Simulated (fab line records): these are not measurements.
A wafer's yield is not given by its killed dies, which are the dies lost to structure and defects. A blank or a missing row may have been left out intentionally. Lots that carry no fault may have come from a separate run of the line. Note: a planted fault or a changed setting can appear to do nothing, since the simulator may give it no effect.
Commonality check across tools | flow gf180mcu | 11 lots, 33 wafers sampled

== REASON IT WAS OPENED ==
3 of 11 lots carry a flag on the reading M1_ALCU_RS at GF_M1_RS_MEAS_05. No-fault wafers: 0.0692 ohm/sq, standard deviation 0.00067.
Rule: a lot gets a flag if all its wafers with a number sit over 4 standard deviations from that mean, or if no wafer of it has a number. As for the other lots, they are considered sound.

lot  | measured     | on           | M1_ALCU_RS (ohm/sq), wafer by wafer | flag
L382 | day 16 07:06 | filmMetro-04 | 0.0693 0.0690 0.0686                | 
L384 | day 17 01:37 | filmMetro-03 | 0.0697 0.0702 0.0699                | 
L385 | day 17 10:43 | filmMetro-03 | 0.0687 0.0686 0.0685                | 
L389 | day 18 19:30 | filmMetro-03 | 0.0679 0.0675 0.0683                | 
L390 | day 19 14:43 | filmMetro-03 | 0.0681 0.0685 0.0681                | 
L392 | day 20 08:55 | filmMetro-04 | 0.0689 0.0688 0.0686                | 
L398 | day 22 21:59 | filmMetro-03 | 7.1260 7.1619 7.0971                | FLAGGED
L399 | day 23 02:35 | filmMetro-01 | 7.1408 7.1494 7.1279                | FLAGGED
L400 | day 23 11:40 | filmMetro-04 | 7.1144 7.1070 7.0755                | FLAGGED
L403 | day 24 04:52 | filmMetro-01 | 0.0693 0.0693 0.0692                | 
L404 | day 24 09:09 | filmMetro-03 | 0.0687 0.0675 0.0684                | 
Averaged over the flagged lots the numbers come to 7.1222 ohm/sq, +7.0530 ohm/sq from the usual (+99 or more standard deviations).

== TOOL THAT RAN EACH LOT ==
Before the reading, the record contains 3 process steps out of a 602-step route. Read each cell as the tool, then ch plus the chambers that the sampled wafers visited, then the start.
lot  | flag    | GF_CONTACT_CVD_02               | GF_CONTACT_STRIP_18                 | GF_M1_SPUTTER_02
L382 |         | pecvd-02 ch 0,1,2, day 15 06:48 | plasmaAsher-03 ch 0,1, day 16 05:53 | pvdSputter-02, day 16 06:57
L384 |         | pecvd-03 ch 1,2, day 16 01:49   | plasmaAsher-01 ch 0,1, day 17 00:23 | pvdSputter-02, day 17 01:31
L385 |         | pecvd-02 ch 0,2, day 16 09:48   | plasmaAsher-04 ch 0,1, day 17 09:28 | pvdSputter-02, day 17 10:35
L389 |         | pecvd-04 ch 0,1, day 17 17:45   | plasmaAsher-01 ch 0,1, day 18 18:17 | pvdSputter-02, day 18 19:23
L390 |         | pecvd-02 ch 1, day 18 12:00     | plasmaAsher-04 ch 0,1, day 19 13:31 | pvdSputter-01, day 19 14:37
L392 |         | pecvd-03 ch 1,2, day 19 06:13   | plasmaAsher-03 ch 0,1, day 20 07:23 | pvdSputter-02, day 20 08:47
L398 | FLAGGED | pecvd-03 ch 1,2, day 21 20:12   | plasmaAsher-04 ch 0,1, day 22 20:40 | pvdSputter-03, day 22 21:53
L399 | FLAGGED | pecvd-02 ch 1,2, day 22 01:37   | plasmaAsher-03 ch 0, day 23 01:10   | pvdSputter-01, day 23 02:29
L400 | FLAGGED | pecvd-02 ch 0,1,2, day 22 10:47 | plasmaAsher-04 ch 0, day 23 10:26   | pvdSputter-02, day 23 11:33
L403 |         | pecvd-02 ch 0,1, day 23 04:26   | plasmaAsher-04 ch 1, day 24 03:38   | pvdSputter-02, day 24 04:46
L404 |         | pecvd-04 ch 0,1,2, day 23 08:31 | plasmaAsher-04 ch 0,1, day 24 07:56 | pvdSputter-03, day 24 09:04
These steps, and what they do:
- GF_CONTACT_CVD_02: deposits SiO2 from TEOS, target thk 860 nm, time 95.992 s.
- GF_CONTACT_STRIP_18: strips in O2/N2.
- GF_M1_SPUTTER_02: material AlCu, target thk 450 nm, time 23.9 s.
- GF_M1_RS_MEAS_05: measures by four-point-probe.

== FLAGGED AGAINST TOTAL, ONE TOOL AT A TIME (gauges that did the reading follow at the end) ==
step                | tool           | lots run | flagged | share of the flagged lots | sound lots run after its first flagged lot
GF_CONTACT_CVD_02   | pecvd-02       | 6        | 2       | some                      | 1 (L403)
GF_CONTACT_CVD_02   | pecvd-03       | 3        | 1       | some                      | 0
GF_CONTACT_CVD_02   | pecvd-04       | 2        | 0       | none                      | -
GF_CONTACT_STRIP_18 | plasmaAsher-01 | 2        | 0       | none                      | -
GF_CONTACT_STRIP_18 | plasmaAsher-03 | 3        | 1       | some                      | 0
GF_CONTACT_STRIP_18 | plasmaAsher-04 | 6        | 2       | some                      | 2 (L403,L404)
GF_M1_SPUTTER_02    | pvdSputter-01  | 2        | 1       | some                      | 0
GF_M1_SPUTTER_02    | pvdSputter-02  | 7        | 1       | some                      | 1 (L403)
GF_M1_SPUTTER_02    | pvdSputter-03  | 2        | 1       | some                      | 1 (L404)
GF_M1_RS_MEAS_05    | filmMetro-01   | 2        | 1       | some                      | 1 (L403)
GF_M1_RS_MEAS_05    | filmMetro-03   | 6        | 1       | some                      | 1 (L404)
GF_M1_RS_MEAS_05    | filmMetro-04   | 3        | 1       | some                      | 0

== WHAT IS ALLOWED BY THE TABLE ==
No row of the table ran every flagged lot.

== WHAT THE SIMULATOR HAD PUT IN ==
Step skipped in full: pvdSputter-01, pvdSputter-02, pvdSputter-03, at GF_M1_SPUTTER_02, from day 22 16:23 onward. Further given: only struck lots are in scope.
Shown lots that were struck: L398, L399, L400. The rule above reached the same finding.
